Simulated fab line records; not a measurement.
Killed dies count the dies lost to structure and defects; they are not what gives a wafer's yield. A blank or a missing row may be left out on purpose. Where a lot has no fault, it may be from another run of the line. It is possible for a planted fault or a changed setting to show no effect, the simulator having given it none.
Which tool was responsible?    flow gf180mcu    11 lots, 33 wafers sampled, at 4 steps of a route of 602

## WHAT EACH GAUGE READ, for each wafer
GF_CONTACT_RS_MEAS_25: the measuring method here is four-point-probe.
lot   measured      on             CONTACT_W_RS (ohm/sq)
L405  day 16 14:17  film-metro-03  0.380 0.378 0.387
L410  day 18 17:36  film-metro-01  0.469 0.468 0.465
L411  day 18 21:54  film-metro-03  0.456 0.459 0.464
L418  day 21 08:32  film-metro-01  0.381 0.377 0.380
L419  day 21 15:37  film-metro-04  0.384 0.388 0.386
L420  day 22 00:55  film-metro-04  0.387 0.383 0.383
L422  day 22 15:53  film-metro-03  0.385 0.385 0.382
L423  day 22 23:58  film-metro-01  0.383 0.385 0.386
L424  day 23 11:25  film-metro-03  0.381 0.386 0.375
L426  day 23 17:49  film-metro-01  0.378 0.382 0.381
L427  day 24 07:46  film-metro-03  0.377 0.380 0.379

GF_CONTACT_THK_MEAS_26: measures by xrf.
lot   measured      on             CONTACT_W_THK (nm)
L405  day 16 14:23  film-metro-03  307 309 302
L410  day 18 17:42  film-metro-01  250 250 250
L411  day 18 22:00  film-metro-03  252 252 248
L418  day 21 08:38  film-metro-01  307 310 309
L419  day 21 15:43  film-metro-04  305 299 301
L420  day 22 01:02  film-metro-04  297 300 301
L422  day 22 16:00  film-metro-03  303 303 304
L423  day 23 00:05  film-metro-01  306 303 303
L424  day 23 11:31  film-metro-03  300 296 305
L426  day 23 17:56  film-metro-01  310 307 308
L427  day 24 07:52  film-metro-03  303 301 301

## EACH LOT AND THE TOOL THAT RAN IT (in order: tool; ch and the chambers of the sampled wafers; start)
lot   GF_SALICIDE_RTA_06                GF_CONTACT_CVD_24
L405  rtp-anneal-01 ch 0, day 15 14:38  cvd-w-02 ch 0,1, day 16 14:10
L410  rtp-anneal-02 ch 0, day 17 16:34  cvd-w-02 ch 0,1, day 18 17:29
L411  rtp-anneal-01 ch 0, day 17 20:06  cvd-w-02 ch 0,1, day 18 21:47
L418  rtp-anneal-01 ch 0, day 20 07:10  cvd-w-01 ch 0,1, day 21 08:25
L419  rtp-anneal-01 ch 0, day 20 14:32  cvd-w-01 ch 0,1, day 21 15:30
L420  rtp-anneal-01 ch 0, day 20 23:23  cvd-w-01 ch 0,1, day 22 00:49
L422  rtp-anneal-02 ch 0, day 21 15:19  cvd-w-01 ch 0,1, day 22 15:46
L423  rtp-anneal-02 ch 0, day 21 22:56  cvd-w-01 ch 0,1, day 22 23:51
L424  rtp-anneal-02 ch 0, day 22 10:17  cvd-w-01 ch 0,1, day 23 11:17
L426  rtp-anneal-02 ch 0, day 22 16:38  cvd-w-02 ch 0,1, day 23 17:43
L427  rtp-anneal-02 ch 0, day 23 07:37  cvd-w-02 ch 0,1, day 24 07:39
- GF_SALICIDE_RTA_06: time 30 s.
- GF_CONTACT_CVD_24: deposits W, target thk 300 nm, time 90.339 s.

## WHAT THE TOOLS THEMSELVES READ (means of the sampled wafers that have a number; where no wafer has one, the mark that the record gives instead)
GF_SALICIDE_RTA_06.
lot   tool           lamp-power-pct (%)  wafer_temp_C_max
L405  rtp-anneal-01  5.8                 532.8
L410  rtp-anneal-02  5.0                 533.8
L411  rtp-anneal-01  5.8                 533.3
L418  rtp-anneal-01  5.8                 532.3
L419  rtp-anneal-01  5.8                 532.6
L420  rtp-anneal-01  5.8                 532.6
L422  rtp-anneal-02  5.0                 534.2
L423  rtp-anneal-02  5.0                 534.0
L424  rtp-anneal-02  5.0                 534.4
L426  rtp-anneal-02  5.0                 533.8
L427  rtp-anneal-02  5.0                 534.1

GF_CONTACT_CVD_24.
lot   tool      heater-power-w (W)  susceptor-temp-C (C)
L405  cvd-w-02  835                 400.11
L410  cvd-w-02  769                 390.66
L411  cvd-w-02  845                 390.46
L418  cvd-w-01  1020                400.09
L419  cvd-w-01  1015                399.92
L420  cvd-w-01  1040                399.81
L422  cvd-w-01  1032                400.06
L423  cvd-w-01  1040                399.59
L424  cvd-w-01  1031                399.91
L426  cvd-w-02  906                 400.36
L427  cvd-w-02  824                 399.93

## THE ANSWER, worked out from the rows above alone
Rule: the lots themselves supply what counts as usual. The widest of any qualifying gaps counts: lots, ordered by their means at a reading, are off when they make up no more than a third of the lots, leave a main group of 4 or more, and stand apart from it by 3 or more times the standard deviation of that group's means. A main group whose means are all the same, to the digits that the tables above print for the reading, isn't used. Also off: a lot with no number at a reading for which 4 or more lots have one. The other lots that the step has rows for count as sound. The gauges are gone through in route order, then the tools' own readings, and for those a lot's mean is taken as printed above. The first step at which some lot is off is used, and at that step the reading that is off furthest; a lot without a number counts as furthest.
Off: at GF_CONTACT_RS_MEAS_25 (CONTACT_W_RS), L410, L411. Mean 0.382 ohm/sq and standard deviation 0.0025 in the main group.
If a tool, at a process step before that reading, ran all the lots that are off and no sound lot after the first of them, it fits. The gauges at GF_CONTACT_RS_MEAS_25 aren't tried: what is off there is off at GF_CONTACT_CVD_24 too, on other tools, and a gauge's error can't cause that. Of those tried, none fits.

## WHAT THE SIMULATOR HAD PUT IN
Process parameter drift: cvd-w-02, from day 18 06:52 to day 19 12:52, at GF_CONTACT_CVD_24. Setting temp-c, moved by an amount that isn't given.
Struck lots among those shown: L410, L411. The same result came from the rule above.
